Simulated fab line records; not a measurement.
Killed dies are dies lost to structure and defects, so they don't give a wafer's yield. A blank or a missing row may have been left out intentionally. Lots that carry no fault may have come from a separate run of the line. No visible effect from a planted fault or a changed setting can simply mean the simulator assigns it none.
8D (eight disciplines) problem report, filled in by code / flow gf180mcu / the parts of the form that need people (team, actions taken, sign-off) are left out

## 1. THE PROBLEM
oesProductAu at GF_V3_STRIP_18 reads a mean of 0.565 a.u. on 6 wafers of 2 lots; wafers without a fault read 0.594 a.u. with a standard deviation of 0.005. Relative to the usual mean, that is a shift of -5.9 standard deviations.
The step: strips in O2/N2.
Seen first at day 28 03:12 on plasmaAsher-04, wafer L171.1. Wafers with a number at this step in the record: 36, from 12 lots. Rule for "out" (also "out of limits"): further than 4 standard deviations from the usual mean. The other wafers with a number count as sound.

## 2. WHAT IT IS, AND WHAT IT ISN'T
question=which readings at this step | is=oesProductAu | is not=chamberPressureMTorr, heaterPowerW, platenTempC
question=which lots | is=L171, L172 | is not=L153, L157, L159, L160, L162, L164, L167, L174, L175, L176
question=which wafers of those lots | is=all that have a number | is not=-
question=read on which tools | is=plasmaAsher-01, plasmaAsher-04 | is not=plasmaAsher-02
question=when | is=from day 28 03:12 | is not=up to then (21 sound wafers); but 9 sound wafers of L174, L175, L176 came after

## 3. WHAT RULES OUT EACH SUSPECT
Counting: a tool at any process step up to the reading remains a suspect when it ran all the lots that are out and ran no sound lot after the first of those.
- lithoTrack-04 at GF_V3_COAT_09 (resist thk 1000 nm): kept. It processed each lot that is out, first L171 at day 27 17:00, and no sound lot thereafter; up to then, the last sound lot it processed was L162 at day 25 05:00.
Left after counting: lithoTrack-04 at GF_V3_COAT_09.

## 4. THE CAUSE (what the simulator had put in)
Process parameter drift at GF_V3_COAT_09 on lithoTrack-04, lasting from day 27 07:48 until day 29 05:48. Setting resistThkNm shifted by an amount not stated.
After counting, this tool was the only one left.

## 5. THE EFFECT CHAIN, in route order
Rows list readings where the struck wafers' mean (over those with a number) sits beyond 3 standard deviations from the usual. Only readings for which the record gives a usual standard deviation are gone through. hours: the time from each lot's start at the first step in this table that gives one to its start at this step, as a median over the lots. sigmas: the change in usual standard deviations.
hours=0; step=GF_V3_STRIP_18; reading=oesProductAu; usual=0.594 a.u.; on struck wafers=0.565; change=-0.029; sigmas=-5.9
Process steps it contains:
- GF_V3_STRIP_18: strips in O2/N2.
At these later measuring or inspecting steps, every struck wafer for which the step has a row has a number for every such reading, and none has moved that far: GF_M4_RS_MEAS_05.

## 6. HOW IT WOULD HAVE BEEN CAUGHT EARLIER
In this record no reading fell out of limits until day 28 03:12, 19 hours after the fault had begun at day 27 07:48.
Each of the lots that are out, 2 in all, had begun GF_V3_COAT_09 on lithoTrack-04 no later than day 28 03:12. Tool hold at that time: it would have spared none of them.
